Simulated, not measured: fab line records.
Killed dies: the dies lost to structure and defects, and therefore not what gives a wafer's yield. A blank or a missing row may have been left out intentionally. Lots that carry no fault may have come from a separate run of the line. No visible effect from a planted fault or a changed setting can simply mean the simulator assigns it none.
Chamber matching | flow sky130 | 4 sister chambers for SKY_CONTACT_CMP_04 on cmp-01
The step polishes SiO2. 4 wafers are shown with their chamber, then 8 later ones without.

WAFERS, EACH WITH ITS CHAMBER
wafer  | chamber | motor-current-A (A)
L672.3 | 0       | 14.0
L676.2 | 2       | 12.3
L676.5 | 1       | 13.7
L680.1 | 3       | 11.9

WAFERS WHOSE CHAMBER IS MISSING
wafer  | motor-current-A (A)
L680.2 | 13.9
L680.6 | 14.2
L681.2 | 11.6
L681.4 | 14.4
L681.5 | 12.4
L682.1 | 14.8
L682.2 | 12.7
L682.5 | 12.6

EACH ONE'S CHAMBER
wafer  | from the rows above          | in truth
L680.2 | can't be placed: 0 or 1      | 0
L680.6 | can't be placed: 0 or 1      | 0
L681.2 | can't be placed: 3 or 2      | 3
L681.4 | can't be placed: 0 or 1      | 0
L681.5 | can't be placed: 2 or 3      | 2
L682.1 | can't be placed: 0 or 1      | 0
L682.2 | can't be placed: 2 or 3 or 1 | 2
L682.5 | can't be placed: 2 or 3      | 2
Correctly placed: 0 of 8. Unplaceable from these rows: 8, with the true chamber sitting among the candidates in 8. Wrongly placed: 0.
How it was worked out, from the rows above alone: a wafer's distance from a chamber is the root of the sum, over the readings, of the square of ((its reading less the chamber's mean) divided by the reading's scatter). The wafer belongs to the nearest chamber; if the next one is less than 2 further off, it can't be placed. A chamber's mean is the mean of its shown wafers. The scatter (one wafer shown for each chamber): square how far every hidden wafer sits from the nearest shown wafer, average those squares and take the square root.
